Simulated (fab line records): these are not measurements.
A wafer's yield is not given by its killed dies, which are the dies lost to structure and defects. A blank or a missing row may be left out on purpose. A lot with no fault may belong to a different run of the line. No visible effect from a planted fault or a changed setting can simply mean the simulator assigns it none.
Struck lot and sound lot, side by side ; flow sky130 ; 32 steps out of a route of 708
Sound: wafers L545.1, L545.3, L545.5. Wafers struck: L560.1, L560.5, L560.6. The cause comes at the end.
Each step with rows lists, per side, the tool, then ch with its chambers, then its first start. Under that, the readings that differ: sound wafers ; struck wafers ; difference of the means ; sigmas: that difference in standard deviations of wafers without a fault.
alike: readings whose means differ by less than 2 such deviations, and words and numbers that are the same on both sides. not compared: withheld readings, readings that some wafer has no value for, bounds like >300 that may hide the same value, and numbers for which the record gives no deviation and whose values overlap.
A row with sigmas, a row that says differs or no value, or rows on one side alone: a step with any of these is where the two part. Non-overlapping numbers with no deviation appear without sigmas and do not part them. Lack of a reading on every wafer of one side parts them only where that side has two or more wafers.

SKY_FIELD_ISO_BOW_MEAS_00:
  struck on film_metro-01, day 4 13:00; sound on film_metro-01, day 1 10:00
  alike: INCOMING_BOW
SKY_FIELD_ISO_OXIDATION_01: stabilise 600 s, purge 300 s, target thk 12 nm.
  sound on furnace-01 ch 0, day 1 12:17; struck on furnace-02 ch 0, day 4 13:07
  alike: spike_tc_bottom_C, spike_tc_upper_C, tube_center_temp_C_max, zone_power_bottom_pct
SKY_FIELD_ISO_THK_MEAS_02:
  struck on film_metro-02, day 4 14:38; sound on film_metro-02, day 1 13:47
  alike: FIELD_ISO_OXIDATION_00_THK
then, 1 step without rows for these wafers: SKY_FIELD_ISO_CVD_03 (deposits Si3N4 from DCS/NH3, target thk 165 nm, time 2830 s).
SKY_FIELD_ISO_THK_MEAS_04:
  struck on film_metro-04, day 4 17:20; sound on film_metro-04, day 1 15:38
  alike: FIELD_ISO_CVD_03_THK
then, 8 steps without rows for these wafers: SKY_FIELD_ISO_DEHYDRATE_05 (time 60 s); SKY_FIELD_ISO_HMDS_06 (prime time 60 s); SKY_FIELD_ISO_COAT_07 (resist thk 60 nm); SKY_FIELD_ISO_COAT_08 (resist thk 450 nm); SKY_FIELD_ISO_SOFTBAKE_09 (time 90 s); SKY_FIELD_ISO_EXPOSE_10 (exposes mask FOM, target cd 150 nm); SKY_FIELD_ISO_PEB_11; SKY_FIELD_ISO_DEVELOP_12 (develop time 60 s).
SKY_FIELD_ISO_CD_MEAS_13: the cd target is 150 nm.
  struck on cd_sem-02, day 5 10:17; sound on cd_sem-01, day 2 05:32
  alike: cd_nm
SKY_FIELD_ISO_ETCH_14: etches BARC in N2/H2, stops on SiO2, time 45.9 s, target depth 60 nm.
  sound on rie_diel-03 ch 0,2,3, day 2 05:39; struck on rie_diel-03 ch 0,1,2, day 5 10:24
  alike: drypump_motor_current_A, oes_product_au, throttle_valve_pct
  not compared: rf_hours_counter_h
SKY_FIELD_ISO_ETCH_15: etches the open film in CHF3/O2, stops on Si, target depth 180 nm, time 72 s.
  sound on rie_diel-03 ch 0,2,3, day 2 05:41; struck on rie_diel-03 ch 0,1,2, day 5 10:26
reading;sound;struck;difference;sigmas
O2_flow_sccm (sccm);5.015 5.014 5.008;4.960 4.978 4.990;-0.036;-2
  alike: drypump_motor_current_A, oes_product_au, throttle_valve_pct
  not compared: rf_hours_counter_h
SKY_FIELD_ISO_STRIP_16: strips in O2/N2.
  sound on plasma_asher-02 ch 0, day 2 05:45; struck on plasma_asher-03 ch 0,1, day 5 10:30
  alike: drypump_motor_current_A, oes_product_au, strip_time_to_endpoint_s
  not compared: rf_hours_counter_h
SKY_FIELD_ISO_ETCH_17: etches Si in HBr/Cl2/O2, target depth 342 nm, time 97.7 s.
  sound on rie_si-01 ch 0,3, day 2 05:51; struck on rie_si-01 ch 0,1, day 5 10:36
  alike: O2_flow_sccm, drypump_motor_current_A, oes_product_au, throttle_valve_pct
  not compared: rf_hours_counter_h
then, 5 steps without rows for these wafers: SKY_FIELD_ISO_WET_ETCH_18 (etches Si3N4 in H3PO4, target depth 25 nm, time 286 s); SKY_FIELD_ISO_CLEAN_19 (cleans in SC1/SC2, time 150 s); SKY_FIELD_ISO_CLEAN_20 (cleans in dHF, time 20 s); SKY_FIELD_ISO_WET_ETCH_21 (etches SiO2 in dHF, target depth 20 nm, time 400 s); SKY_FIELD_ISO_OXIDATION_22 (stabilise 600 s, purge 300 s, target thk 10 nm).
SKY_FIELD_ISO_THK_MEAS_23:
  struck on film_metro-02, day 5 13:55; sound on film_metro-04, day 2 08:48
  alike: FIELD_ISO_OXIDATION_01_THK
then, 1 step without rows for these wafers: SKY_FIELD_ISO_CVD_24 (deposits SiO2, target thk 595 nm, time 99.2 s).
SKY_FIELD_ISO_THK_MEAS_25:
  struck on film_metro-01, day 5 14:02; sound on film_metro-01, day 2 08:56
  alike: FIELD_ISO_CVD_24_THK
then, 1 step without rows for these wafers: SKY_FIELD_ISO_ANNEAL_26 (time 1800 s).
SKY_FIELD_ISO_CMP_27: polishes, stops on Si3N4, t overpolish 16 s, target thk 457.8 nm.
  sound on cmp-01 ch 0,2,3, day 2 11:56; struck on cmp-02 ch 0,1,3, day 5 16:17
  alike: motor_current_A, overpolish_run_s, time_to_endpoint_s
then, 3 steps without rows for these wafers: SKY_FIELD_ISO_WET_ETCH_28 (etches SiO2 in dHF, target depth 23.7 nm, time 47 s); SKY_FIELD_ISO_WET_ETCH_29 (etches Si3N4 in H3PO4, target depth 160 nm, time 1825 s); SKY_FIELD_ISO_WET_ETCH_30 (etches SiO2 in dHF, target depth 25 nm, time 50 s).
-- a jump in the record: the struck wafers' starts before and after are 44 days apart (it breaks off in module FIELD_ISO and resumes in module PAD_OPEN, where the first step shown is number 708 of the route) --
SKY_PAD_OPEN_PROBE_99:
  struck on prober-01, day 49 18:59; sound on prober-01, day 46 01:38
reading;sound;struck;difference;sigmas
killed_at_contacts;28 29 24;15 17 16;-11;-2
killed_at_front_end;15 15 10;159 157 144;+140;+31
killed_dies;103 80 87;211 212 196;+116;+12
killed_on_rim;24 21 20;38 38 30;+14;+4
  alike: killed_at_M0_to_M3, killed_at_M4_up, killed_at_other, killed_open, killed_short

== WHERE THEY PART ==
Last at SKY_PAD_OPEN_PROBE_99 as far as this record goes, first at SKY_FIELD_ISO_ETCH_15.

WHY: what had been put in by the simulator
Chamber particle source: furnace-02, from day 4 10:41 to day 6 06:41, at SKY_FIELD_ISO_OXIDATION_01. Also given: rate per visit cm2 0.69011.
